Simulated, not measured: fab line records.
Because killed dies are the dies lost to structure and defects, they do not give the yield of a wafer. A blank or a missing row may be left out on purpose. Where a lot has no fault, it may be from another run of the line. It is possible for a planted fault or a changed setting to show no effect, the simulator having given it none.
Which of the tools did it? -- flow sky130 -- 6 lots, 18 wafers sampled, at 2 steps of a route of 708

WHAT THE GAUGES SHOWED, per wafer
SKY_VIA1_OVL_MEAS_13.
lot,measured,on,VIA1_OVL (nm)
L341,day 34 02:33,overlay-01,-6 -4 -7
L343,day 35 07:19,overlay-01,2 9 -4
L348,day 36 22:55,overlay-01,-6 -10 -1
L355,day 39 06:56,overlay-01,0 -6 -2
L359,day 40 01:07,overlay-02,3 1 6
L360,day 40 18:06,overlay-02,4 -3 8

EACH LOT AND THE TOOL THAT RAN IT (in order: tool; ch and the chambers of the sampled wafers; start)
lot,SKY_METAL1_SPUTTER_04
L341,"pvd-sputter-03, day 31 19:08"
L343,"pvd-sputter-03, day 33 00:39"
L348,"pvd-sputter-02, day 34 16:02"
L355,"pvd-sputter-02, day 37 03:19"
L359,"pvd-sputter-02, day 37 21:16"
L360,"pvd-sputter-01, day 38 14:41"
- SKY_METAL1_SPUTTER_04: material TiN, target thk 70 nm, time 58.3 s.

THE ANSWER, worked out from the rows above alone
Rule: the usual values come from the lots themselves. The widest of any qualifying gaps counts: lots, ordered by their means at a reading, are off when they make up no more than a third of the lots, leave a main group of 4 or more, and stand apart from it by 3 or more times the standard deviation of that group's means. Not used: any main group whose means are identical at the precision the tables above print for the reading. A lot without any number at a reading at which 4 lots or more have one is off too. All remaining lots with rows at the step are treated as sound.
Nothing can be told from this: no lot is off at any reading shown.

WHAT THE SIMULATOR HAD PUT IN
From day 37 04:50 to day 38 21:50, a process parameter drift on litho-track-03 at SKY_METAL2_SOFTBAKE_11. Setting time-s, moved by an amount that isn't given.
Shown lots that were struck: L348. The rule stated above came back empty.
